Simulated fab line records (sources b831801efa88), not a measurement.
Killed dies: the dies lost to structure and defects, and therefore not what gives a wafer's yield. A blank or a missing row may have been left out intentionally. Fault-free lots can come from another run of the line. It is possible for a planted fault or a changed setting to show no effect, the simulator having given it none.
fab line records -- flow sky130
[record] lots = 13, wafers = 39, last-day = 50
route steps=708 shown FIELD_ISO@17 VIA4@657 METAL5@665 PAD_OPEN@708
lots that met no fault: from a run of the same line without faults
start-h: hours from the record's opening day to when the first of the lot's shown wafers began -- wait-h: how many hours have passed since the lot's step before this one -- " identical to the entry in the row above -- L1.1+2: several wafers, shown together as one row -- - no value, or no start given -- * or withheld: withheld -- < > ~ a bound
route shown NAME@n: NAME is a module with steps in the file, n the number in the route of the first one -- usual: average and standard deviation across the fault-free wafers -- same: alike in all rows -- chamber/n: place in a boat -- sites: each site's reading -- _std_site: standard deviation across them -- _edge_site: outer sites' mean less inner sites' -- radius-mm: how far each site lies from the wafer's centre -- mask NAME#n: copy n -- behind: the last tool/chamber to shape the wafer -- hold: reason for holding the lot/hours on hold/outcome of the hold -- device: whichever transistor did not switch (one of n, p or np) -- end of line: the route-end tests of the same wafers -- for a step that has no rows: nothing shown but its recipe -- killed: dies lost to structure and defects at the first sort, not the wafer's yield -- map: dies across one wafer; x = killed, . = not, _ = none there
set.NAME: the setting the step ran with; set.NAME@STEP: the setting that earlier step ran with -- model.NAME: the simulator's own value behind a step, which no gauge read
steps of the route over a sample of lots; a table a step, a row a wafer
services: from which hour (start-h, from the record's first day; less than 0 if before it) a tool's chamber was out of use, for how many hours, and why
[[steps]]
[step SKY_FIELD_ISO_STRIP_16]
[recipe] chemistry = O2/N2, power-w = 1400, pressure-mtorr = 1500, platen-temp-c = withheld, o2-flow-sccm = 3000, n2-flow-sccm = 300, overash-fraction = 0.5
[usual] drypump-motor-current-A = 5.6/0.43, oes-product-au = 0.377/0.0048, strip-time-to-endpoint-s = 3.53/0.042
lot.wafer,tool,chamber,start-h,wait-h,drypump-motor-current-A,oes-product-au,rf-hours-counter-h,strip-time-to-endpoint-s
L984.2,plasma-asher-02,0,34.13,0.0,5.2,0.372,34,3.48
L984.4,plasma-asher-02,0,34.13,0.0,5.2,0.374,-,3.49
L984.5,plasma-asher-02,0,34.13,0.0,5.2,0.376,-,3.47
L986.2,plasma-asher-02,0,44.23,0.0,5.2,0.379,35,3.59
L986.3,plasma-asher-02,1,44.23,0.0,5.8,0.375,-,3.55
L986.5,plasma-asher-02,0,44.23,0.0,5.2,0.370,-,3.54
L987.2,plasma-asher-03,0,50.15,0.0,5.2,0.374,26,3.54
L987.4,plasma-asher-03,0,50.15,0.0,5.2,0.378,-,3.56
L987.5,plasma-asher-03,0,50.15,0.0,5.2,0.384,-,3.57
L988.1,plasma-asher-02,1,57.40,0.0,5.9,0.376,36,3.55
L988.2,plasma-asher-02,0,57.40,0.0,5.2,0.382,36,3.50
L988.6,plasma-asher-02,1,57.40,0.0,5.8,0.378,-,3.57
L990.1,plasma-asher-02,1,66.36,0.0,5.9,0.377,37,3.53
L990.2,plasma-asher-02,0,66.36,0.0,5.2,0.384,37,3.52
L990.3,plasma-asher-02,0,66.36,0.0,5.2,0.371,-,3.57
L989.2,plasma-asher-02,0,66.90,0.0,5.2,0.373,37,3.56
L989.3,plasma-asher-02,1,66.90,0.0,5.9,0.369,-,3.49
L989.5,plasma-asher-02,0,66.90,0.0,5.2,0.370,-,3.52
L994.2,plasma-asher-03,0,85.13,0.0,5.3,0.375,29,3.46
L994.4,plasma-asher-03,0,85.13,0.0,5.3,0.377,-,3.60
L994.6,plasma-asher-03,1,85.13,0.0,6.2,0.373,-,3.52
L995.2,plasma-asher-03,1,91.70,0.0,6.2,0.380,30,3.59
L995.5,plasma-asher-03,0,91.70,0.0,5.3,0.374,-,3.56
L995.6,plasma-asher-03,1,91.70,0.0,6.2,0.384,-,3.63
L996.3,plasma-asher-03,0,96.92,0.1,5.3,0.371,-,3.48
L996.4,plasma-asher-03,1,96.92,0.1,6.2,0.372,-,3.53
L996.5,plasma-asher-03,0,96.92,0.1,5.3,0.369,-,3.50
L998.1,plasma-asher-03,1,107.15,0.0,6.1,0.377,32,3.53
L998.3,plasma-asher-03,1,107.15,0.0,6.2,0.390,-,3.56
L998.5,plasma-asher-03,0,107.15,0.0,5.3,0.377,-,3.55
L999.2,plasma-asher-03,0,113.61,0.0,5.3,0.380,33,3.57
L999.3,plasma-asher-03,0,113.61,0.0,5.3,0.381,-,3.52
L999.5,plasma-asher-03,1,113.61,0.0,6.2,0.377,-,3.50
L104.1,plasma-asher-04,0,138.73,0.0,5.5,0.379,2,3.53
L104.5,plasma-asher-04,0,138.73,0.0,5.5,0.374,-,3.49
L104.6,plasma-asher-04,1,138.73,0.0,4.9,0.383,-,3.54
L106.3,plasma-asher-04,1,151.53,0.1,4.9,0.378,-,3.49
L106.5,plasma-asher-04,1,151.53,0.1,4.9,0.375,-,3.57
L106.6,plasma-asher-04,0,151.53,0.1,5.5,0.379,-,3.53
[step SKY_VIA4_CVD_18]
[recipe] material = W, target-thk-nm = 505, time-s = 152.14, temp-c = 400, pressure-torr = 40
[usual] heater-power-w = 797/110
lot.wafer,tool,chamber,start-h,wait-h,heater-power-w
L984.2,cvd-w-01,1,1019.71,0.0,710
L984.4,cvd-w-01,0,1019.71,0.0,711
L984.5,cvd-w-01,1,1019.71,0.0,688
L986.2,cvd-w-01,0,1036.96,0.0,676
L986.3,cvd-w-01,1,1036.96,0.0,694
L986.5,cvd-w-01,1,1036.96,0.0,715
L987.2,cvd-w-02,1,1040.55,0.0,922
L987.4,cvd-w-02,0,1040.55,0.0,883
L987.5,cvd-w-02,0,1040.55,0.0,860
L988.1,cvd-w-01,1,1042.48,0.0,702
L988.2,cvd-w-01,0,1042.48,0.0,680
L988.6,cvd-w-01,1,1042.48,0.0,720
L990.1,cvd-w-02,0,1052.05,0.0,870
L990.2,cvd-w-02,1,1052.05,0.0,923
L990.3,cvd-w-02,0,1052.05,0.0,871
L989.2,cvd-w-02,1,1054.34,0.0,930
L989.3,cvd-w-02,1,1054.34,0.0,978
L989.5,cvd-w-02,1,1054.34,0.0,923
L994.2,cvd-w-01,0,1081.58,0.0,685
L994.4,cvd-w-01,0,1081.58,0.0,681
L994.6,cvd-w-01,0,1081.58,0.0,703
L995.2,cvd-w-02,1,1087.30,0.0,934
L995.5,cvd-w-02,1,1087.30,0.0,947
L995.6,cvd-w-02,0,1087.30,0.0,863
L996.3,cvd-w-01,0,1091.61,0.1,704
L996.4,cvd-w-01,1,1091.61,0.1,709
L996.5,cvd-w-01,0,1091.61,0.1,701
L998.1,cvd-w-02,0,1102.61,0.0,866
L998.3,cvd-w-02,0,1102.61,0.0,884
L998.5,cvd-w-02,0,1102.61,0.0,860
L999.2,cvd-w-02,0,1112.61,0.0,851
L999.3,cvd-w-02,0,1112.61,0.0,876
L999.5,cvd-w-02,0,1112.61,0.0,851
L104.1,cvd-w-02,0,1136.03,0.0,877
L104.5,cvd-w-02,1,1136.03,0.0,923
L104.6,cvd-w-02,0,1136.03,0.0,850
L106.3,cvd-w-01,1,1146.35,0.1,719
L106.5,cvd-w-01,1,1146.35,0.1,704
L106.6,cvd-w-01,0,1146.35,0.1,694
[step SKY_VIA4_RS_MEAS_19]
[recipe] thk-meas-gauge = four-point-probe, reads = W_of_VIA4_CVD_18+TiN_of_VIA4_SPUTTER_17
[usual] VIA4_W_RS = 0.2270/0.002
lot.wafer,tool,chamber,start-h,wait-h,VIA4_W_RS[ohm/sq]
L984.2,film-metro-01,-,1019.88,0.1,0.2258
L984.4,film-metro-01,-,1019.88,0.1,0.2268
L984.5,film-metro-01,-,1019.88,0.1,0.2284
L986.2,film-metro-01,-,1037.13,0.1,0.2262
L986.3,film-metro-01,-,1037.13,0.1,0.2282
L986.5,film-metro-01,-,1037.13,0.1,0.2264
L987.2,film-metro-04,-,1040.72,0.1,0.2287
L987.4,film-metro-04,-,1040.72,0.1,0.2293
L987.5,film-metro-04,-,1040.72,0.1,0.2262
L988.1,film-metro-02,-,1042.63,0.1,0.2286
L988.2,film-metro-02,-,1042.63,0.1,0.2289
L988.6,film-metro-02,-,1042.63,0.1,0.2297
L990.1,film-metro-01,-,1052.20,0.1,0.2283
L990.2,film-metro-01,-,1052.20,0.1,0.2275
L990.3,film-metro-01,-,1052.20,0.1,0.2267
L989.2,film-metro-04,-,1054.51,0.1,0.2264
L989.3,film-metro-04,-,1054.51,0.1,0.2284
L989.5,film-metro-04,-,1054.51,0.1,0.2273
L994.2,film-metro-01,-,1081.75,0.1,0.2245
L994.4,film-metro-01,-,1081.75,0.1,0.2254
L994.6,film-metro-01,-,1081.75,0.1,0.2229
L995.2,film-metro-01,-,1087.47,0.1,0.2254
L995.5,film-metro-01,-,1087.47,0.1,0.2253
L995.6,film-metro-01,-,1087.47,0.1,0.2251
L996.3,film-metro-04,-,1091.75,0.1,0.2243
L996.4,film-metro-04,-,1091.75,0.1,0.2281
L996.5,film-metro-04,-,1091.75,0.1,0.2261
L998.1,film-metro-02,-,1102.91,0.3,0.2246
L998.3,film-metro-02,-,1102.91,0.3,0.2248
L998.5,film-metro-02,-,1102.91,0.3,0.2232
L999.2,film-metro-02,-,1112.78,0.1,0.2242
L999.3,film-metro-02,-,1112.78,0.1,0.2259
L999.5,film-metro-02,-,1112.78,0.1,0.2240
L104.1,film-metro-04,-,1136.18,0.1,0.2257
L104.5,film-metro-04,-,1136.18,0.1,0.2306
L104.6,film-metro-04,-,1136.18,0.1,0.2269
L106.3,film-metro-01,-,1146.49,0.1,0.2286
L106.5,film-metro-01,-,1146.49,0.1,0.2301
L106.6,film-metro-01,-,1146.49,0.1,0.2247
[step SKY_METAL5_SPUTTER_04]
[recipe] material = TiN, target-thk-nm = 70, power-w = 6500, time-s = 58.3, chamber-pressure-pa = 0.4
[usual] throttle-valve-pct = 30.7/1.1
lot.wafer,tool,chamber,start-h,wait-h,throttle-valve-pct
L984.2,pvd-sputter-02,-,1020.46,0.0,29.2
L984.4,pvd-sputter-02,-,1020.46,0.0,31.4
L984.5,pvd-sputter-02,-,1020.46,0.0,29.9
L986.2,pvd-sputter-02,-,1037.70,0.0,29.1
L986.3,pvd-sputter-02,-,1037.70,0.0,31.0
L986.5,pvd-sputter-02,-,1037.70,0.0,29.9
L987.2,pvd-sputter-02,-,1041.30,0.0,31.2
L987.4,pvd-sputter-02,-,1041.30,0.0,29.3
L987.5,pvd-sputter-02,-,1041.30,0.0,31.2
L988.1,pvd-sputter-04,-,1043.22,0.0,30.9
L988.2,pvd-sputter-04,-,1043.22,0.0,32.8
L988.6,pvd-sputter-04,-,1043.22,0.0,30.2
L990.1,pvd-sputter-04,-,1052.99,0.0,30.1
L990.2,pvd-sputter-04,-,1052.99,0.0,31.1
L990.3,pvd-sputter-04,-,1052.99,0.0,29.7
L989.2,pvd-sputter-02,-,1055.09,0.0,30.6
L989.3,pvd-sputter-02,-,1055.09,0.0,29.1
L989.5,pvd-sputter-02,-,1055.09,0.0,30.2
L994.2,pvd-sputter-02,-,1082.32,0.0,30.4
L994.4,pvd-sputter-02,-,1082.32,0.0,28.9
L994.6,pvd-sputter-02,-,1082.32,0.0,31.2
L995.2,pvd-sputter-04,-,1088.06,0.0,33.0
L995.5,pvd-sputter-04,-,1088.06,0.0,30.7
L995.6,pvd-sputter-04,-,1088.06,0.0,30.1
L996.3,pvd-sputter-04,-,1092.31,0.0,30.1
L996.4,pvd-sputter-04,-,1092.31,0.0,33.1
L996.5,pvd-sputter-04,-,1092.31,0.0,30.8
L998.1,pvd-sputter-04,-,1103.51,0.0,30.1
L998.3,pvd-sputter-04,-,1103.51,0.0,32.9
L998.5,pvd-sputter-04,-,1103.51,0.0,29.8
L999.2,pvd-sputter-02,-,1113.36,0.0,30.3
L999.3,pvd-sputter-02,-,1113.36,0.0,29.2
L999.5,pvd-sputter-02,-,1113.36,0.0,30.3
L104.1,pvd-sputter-04,-,1136.77,0.0,30.9
L104.5,pvd-sputter-04,-,1136.77,0.0,30.7
L104.6,pvd-sputter-04,-,1136.77,0.0,30.2
L106.3,pvd-sputter-04,-,1147.20,0.0,30.1
L106.5,pvd-sputter-04,-,1147.20,0.0,30.6
L106.6,pvd-sputter-04,-,1147.20,0.0,33.0
[step SKY_PAD_OPEN_PROBE_99]
[usual] killed_at_M0_to_M3 = 44/7.3, killed_at_M4_up = 3.4/1.8, killed-at-contacts = 24/5.8, killed-at-front-end = 15/4.9, killed-at-other = 0.4/0.63, killed-dies = 86/11, killed-on-rim = 17/3.8, killed-open = 47/8, killed-short = 39/6.5
[same] gross-dies = 492, killed-at-back-side = 0
lot.wafer,tool,chamber,start-h,wait-h,killed_at_M0_to_M3,killed_at_M4_up,killed-at-contacts,killed-at-front-end,killed-at-other,killed-dies,killed-on-rim,killed-open,killed-short
L984.2,prober-02,-,1089.22,0.1,36,3,31,23,0,93,19,52,41
L984.4,prober-02,-,1089.32,0.2,57,6,18,11,0,92,20,52,40
L984.5,prober-02,-,1089.37,0.2,45,3,10,13,0,71,12,37,34
L987.2,prober-01,-,1109.00,0.1,45,2,17,24,1,89,20,54,35
L987.4,prober-01,-,1109.10,0.2,47,2,23,7,0,79,6,45,34
L987.5,prober-01,-,1109.15,0.2,53,2,21,12,0,88,16,45,43
L990.1,prober-01,-,1118.93,0.1,48,2,27,47,0,124,30,56,36
L990.2,prober-01,-,1118.98,0.1,41,3,25,65,0,134,34,54,31
L990.3,prober-01,-,1119.03,0.2,33,1,28,49,0,111,23,40,29
L989.2,prober-02,-,1120.96,0.1,38,2,23,55,0,118,32,51,28
L989.3,prober-02,-,1121.01,0.2,40,5,19,39,0,103,25,43,25
L989.5,prober-02,-,1121.11,0.2,37,3,19,49,0,108,25,50,20
L994.2,prober-02,-,1145.26,0.1,52,3,18,24,1,98,21,45,52
L994.4,prober-02,-,1145.36,0.2,41,4,24,11,0,80,15,49,31
L994.6,prober-02,-,1145.46,0.2,37,4,28,19,1,89,19,53,36
L999.2,prober-02,-,1173.03,0.1,46,0,22,23,1,92,15,55,37
L999.3,prober-02,-,1173.08,0.2,52,2,29,22,0,105,20,69,36
L999.5,prober-02,-,1173.18,0.2,48,6,29,14,1,98,16,54,43
// killed by level:class
L984.2 CONTACT:geometric-particle:open=10 VIA1:geometric-particle:open=10 VIA3:geometric-particle:open=8 LI_CONTACT:geometric-particle:open=6 LOCAL_INTERCONNECT:geometric-particle:short=6 FIELD_ISO:geometric-particle:open=5 FIELD_ISO:geometric-particle:short=5 CONTACT:geometric-particle:short=5
L984.4 VIA3:geometric-particle:open=11 CONTACT:geometric-particle:open=10 VIA1:geometric-particle:open=10 METAL1:geometric-particle:short=7 VIA2:geometric-particle:open=6 METAL4:geometric-particle:short=5 VIA1:geometric-particle:short=5 VIA2:geometric-particle:short=5
L984.5 VIA1:geometric-particle:open=10 METAL1:geometric-particle:short=8 CONTACT:geometric-particle:short=5 CONTACT:geometric-particle:open=5 VIA2:geometric-particle:open=5 VIA3:geometric-particle:open=5 POLY_GATE:geometric-particle:open=4 VIA1:geometric-particle:short=4
L987.2 VIA3:geometric-particle:open=11 VIA1:geometric-particle:open=10 VIA2:geometric-particle:open=10 POLY_GATE:geometric-particle:short=6 FIELD_ISO:geometric-particle:open=5 POLY_GATE:geometric-particle:open=5 LI_CONTACT:geometric-particle:open=5 FIELD_ISO:geometric-particle:short=4
L987.4 VIA1:geometric-particle:open=10 VIA3:geometric-particle:open=10 LI_CONTACT:geometric-particle:open=8 VIA3:geometric-particle:short=7 CONTACT:geometric-particle:open=6 VIA1:geometric-particle:short=6 METAL2:geometric-particle:short=4 METAL1:geometric-particle:short=4
L987.5 VIA1:geometric-particle:open=12 CONTACT:geometric-particle:open=8 METAL2:geometric-particle:short=6 VIA3:geometric-particle:short=6 LI_CONTACT:geometric-particle:open=5 CONTACT:geometric-particle:short=5 METAL1:geometric-particle:short=5 VIA1:geometric-particle:short=5
L990.1 FIELD_ISO:unspecified=32 VIA1:geometric-particle:open=11 LI_CONTACT:geometric-particle:open=9 CONTACT:geometric-particle:open=9 VIA3:geometric-particle:open=9 VIA2:geometric-particle:open=6 METAL1:geometric-particle:short=5 VIA1:geometric-particle:short=5
L990.2 FIELD_ISO:unspecified=49 CONTACT:geometric-particle:open=13 FIELD_ISO:geometric-particle:open=9 LI_CONTACT:geometric-particle:open=8 VIA3:geometric-particle:open=7 VIA1:geometric-particle:open=7 VIA2:geometric-particle:open=6 VIA1:geometric-particle:short=5
L990.3 FIELD_ISO:unspecified=42 CONTACT:geometric-particle:open=9 LI_CONTACT:geometric-particle:open=8 VIA1:geometric-particle:open=7 VIA2:geometric-particle:open=6 METAL1:geometric-particle:short=5 FIELD_ISO:geometric-particle:short=4 VIA3:geometric-particle:open=4
L989.2 FIELD_ISO:unspecified=39 VIA1:geometric-particle:open=12 LI_CONTACT:geometric-particle:open=10 CONTACT:geometric-particle:open=7 VIA3:geometric-particle:open=7 VIA2:geometric-particle:open=4 FIELD_ISO:geometric-particle:short=3 POLY_GATE:geometric-particle:short=3
L989.3 FIELD_ISO:unspecified=35 VIA3:geometric-particle:open=9 VIA2:geometric-particle:open=8 LI_CONTACT:geometric-particle:open=7 CONTACT:geometric-particle:open=6 VIA1:geometric-particle:open=5 METAL1:geometric-particle:short=4 METAL2:geometric-particle:short=3
L989.5 FIELD_ISO:unspecified=37 CONTACT:geometric-particle:open=12 VIA3:geometric-particle:open=11 VIA2:geometric-particle:open=8 METAL1:geometric-particle:short=5 FIELD_ISO:geometric-particle:open=4 LI_CONTACT:geometric-particle:open=4 VIA1:geometric-particle:open=4
L994.2 METAL1:geometric-particle:short=9 FIELD_ISO:geometric-particle:short=8 VIA3:geometric-particle:open=8 LI_CONTACT:geometric-particle:open=7 VIA1:geometric-particle:open=7 CONTACT:geometric-particle:open=5 VIA1:geometric-particle:short=5 VIA2:geometric-particle:short=5
L994.4 CONTACT:geometric-particle:open=12 VIA1:geometric-particle:open=8 METAL2:geometric-particle:open=7 VIA2:geometric-particle:open=7 FIELD_ISO:geometric-particle:open=4 METAL1:geometric-particle:short=4 METAL2:geometric-particle:short=4 LOCAL_INTERCONNECT:geometric-particle:short=3
L994.6 CONTACT:geometric-particle:open=11 LI_CONTACT:geometric-particle:open=9 FIELD_ISO:geometric-particle:short=8 VIA1:geometric-particle:open=8 VIA2:geometric-particle:open=7 VIA3:geometric-particle:open=7 POLY_GATE:geometric-particle:open=4 LOCAL_INTERCONNECT:geometric-particle:short=4
L999.2 VIA1:geometric-particle:open=11 LI_CONTACT:geometric-particle:open=9 VIA2:geometric-particle:open=9 POLY_GATE:geometric-particle:open=7 METAL2:geometric-particle:short=6 FIELD_ISO:geometric-particle:short=5 FIELD_ISO:geometric-particle:open=5 LI_CONTACT:geometric-particle:short=5
L999.3 VIA1:geometric-particle:open=15 VIA2:geometric-particle:open=11 CONTACT:geometric-particle:open=11 VIA3:geometric-particle:open=8 POLY_GATE:geometric-particle:open=7 LI_CONTACT:geometric-particle:open=7 METAL2:geometric-particle:short=7 FIELD_ISO:geometric-particle:open=6
L999.5 LI_CONTACT:geometric-particle:open=12 VIA1:geometric-particle:open=11 VIA2:geometric-particle:open=10 CONTACT:geometric-particle:open=7 METAL2:geometric-particle:short=7 VIA2:geometric-particle:short=5 METAL4:geometric-particle:short=5 FIELD_ISO:geometric-particle:short=4
[[services]]
tool,chamber,start-h,hours,kind
pvd-sputter-02,-,26.37,3.5,repair
pvd-sputter-02,-,29.13,4.9,repair
plasma-asher-03,-,71.78,4.2,repair
cvd-w-02,-,88.77,6.9,pm
plasma-asher-03,-,136.62,8.8,pm
pvd-sputter-04,-,179.15,2.3,repair
pvd-sputter-04,-,334.85,2.6,repair
pvd-sputter-04,-,357.77,27.4,repair
cvd-w-02,-,390.00,14.0,pm
cvd-w-02,-,449.23,2.8,pm
cvd-w-02,-,500.25,1.3,repair
cvd-w-02,-,541.86,0.5,repair
cvd-w-02,-,571.70,1.2,repair
cvd-w-02,1,600.29,11.0,repair
cvd-w-02,0,681.22,9.2,repair
pvd-sputter-04,-,693.23,6.9,repair
cvd-w-02,-,822.87,0.7,repair
pvd-sputter-04,-,832.54,2.5,repair
cvd-w-02,-,842.24,0.9,repair
cvd-w-02,-,868.00,0.5,repair
pvd-sputter-04,-,882.32,14.1,repair
pvd-sputter-04,-,1009.03,2.0,repair
cvd-w-02,-,1055.32,6.0,pm
cvd-w-02,1,1100.88,5.2,repair
[[key]]
[first-sign] step = SKY_PAD_OPEN_PROBE_99, reading = killed-at-front-end, direction = up, sigmas = 7.4, usual = 15, struck = 51
[effect] step = SKY_PAD_OPEN_PROBE_99, reading = killed-dies, direction = up, sigmas = 2.9, usual = 86, struck = 116
met-at SKY_FIELD_ISO_STRIP_16
struck-lots L989,L990
tester-left-out L989,L990
not-acting-at SKY_VIA4_CVD_18,SKY_VIA4_RS_MEAS_19,SKY_METAL5_SPUTTER_04
onset-between 57.40 66.36
[fault] kind = chamber-particle-source, tool = plasma-asher-02, chamber = -, onset-h = 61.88, steps = SKY_FIELD_ISO_STRIP_16, rate-per-visit-cm2 = 2.0544, end-h = 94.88
// tester-left-out: of these lots the tester's yield and bins aren't shown, on N5 and GAA mostly nor the transistor test; their killed dies are dies lost to structure and defects alone, not to doping, threshold or leakage, so they don't give the yield
